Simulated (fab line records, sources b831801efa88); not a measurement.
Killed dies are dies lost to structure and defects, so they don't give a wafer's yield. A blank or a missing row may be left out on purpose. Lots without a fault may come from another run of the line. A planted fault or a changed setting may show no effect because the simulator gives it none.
One fault seen from 2 desks | flow sky130 | each desk has only its own numbers; what lay behind them comes last

THE TOOL OWNER'S DESK: pvd_sputter-01
The tool's own readings at SKY_METAL1_SPUTTER_01 (material TiN, target thk 20 nm, time 16.7 s): means of the sampled wafers that have a number, for each lot that ran on this tool. A lot is out of limits, marked OUT, if its mean lies more than 4 standard deviations from the usual mean; the brackets give that distance.
Columns: A = chamber_pressure_pa at SKY_METAL1_SPUTTER_01, usual 0.4000 Pa; B = throttle_valve_pct at SKY_METAL1_SPUTTER_01, usual 30.0 %
lot  | first seen here | A                | B
L610 | day 32 12:18    | 0.3993           | 29.6
L616 | day 34 05:43    | 0.4004           | 29.3
L619 | day 35 06:43    | 0.4005           | 29.5
L621 | day 35 18:38    | 0.4001           | 29.5
L622 | day 36 05:37    | 0.4350 (+44) OUT | 28.8
L623 | day 36 11:01    | 0.4349 (+44) OUT | 28.8
This desk's finding: out of limits on L622, L623; first on L622, day 36 05:37 (chamber_pressure_pa at SKY_METAL1_SPUTTER_01). In limits: L610, L616, L619, L621.

THE METROLOGY DESK
What the gauges read, lot by lot, whatever tool the lot ran on: means of the sampled wafers that have a number. A lot is out of limits, marked OUT, if its mean lies more than 4 standard deviations from the usual mean; the brackets give that distance.
Columns: A = LI_CONTACT_W_THK at SKY_LI_CONTACT_THK_MEAS_23, usual 410 nm; B = CONTACT_OVL at SKY_CONTACT_OVL_MEAS_15, usual -2 nm
lot  | first seen here | A   | B
L608 | day 29 06:28    | 414 | -1
L610 | day 30 01:12    | 407 | -2
L612 | day 30 16:33    | 407 | -5
L616 | day 31 19:57    | 416 | -5
L617 | day 32 01:57    | 416 | -8
L619 | day 32 22:12    | 408 | -2
L621 | day 33 11:31    | 411 | -8
L622 | day 33 20:49    | 413 | 0
L623 | day 34 02:57    | 403 | -7
L624 | day 34 05:02    | 416 | 4
L627 | day 35 10:08    | 406 | -7
L631 | day 36 08:13    | 410 | 0
This desk's finding: nothing out of limits on any of the 12 lots.

PUT TOGETHER
The tool owner's desk could have raised an alarm at day 36 05:37, on L622, L623.
The metrology desk saw nothing out of limits.
The metrology desk has L622, L623 on record, within its limits.
Of the lots named, all ran SKY_METAL1_SPUTTER_01 on pvd_sputter-01.

WHAT THE SIMULATOR HAD PUT IN
Process parameter drift: pvd_sputter-01, from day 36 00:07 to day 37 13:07, at SKY_METAL1_SPUTTER_01. Setting chamber_pressure_pa, moved by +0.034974, from 0.4. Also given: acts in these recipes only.
Lots struck among those shown: L622, L623.
Hours from the fault's start to each desk's first reading out of limits: the tool owner's desk, 5.
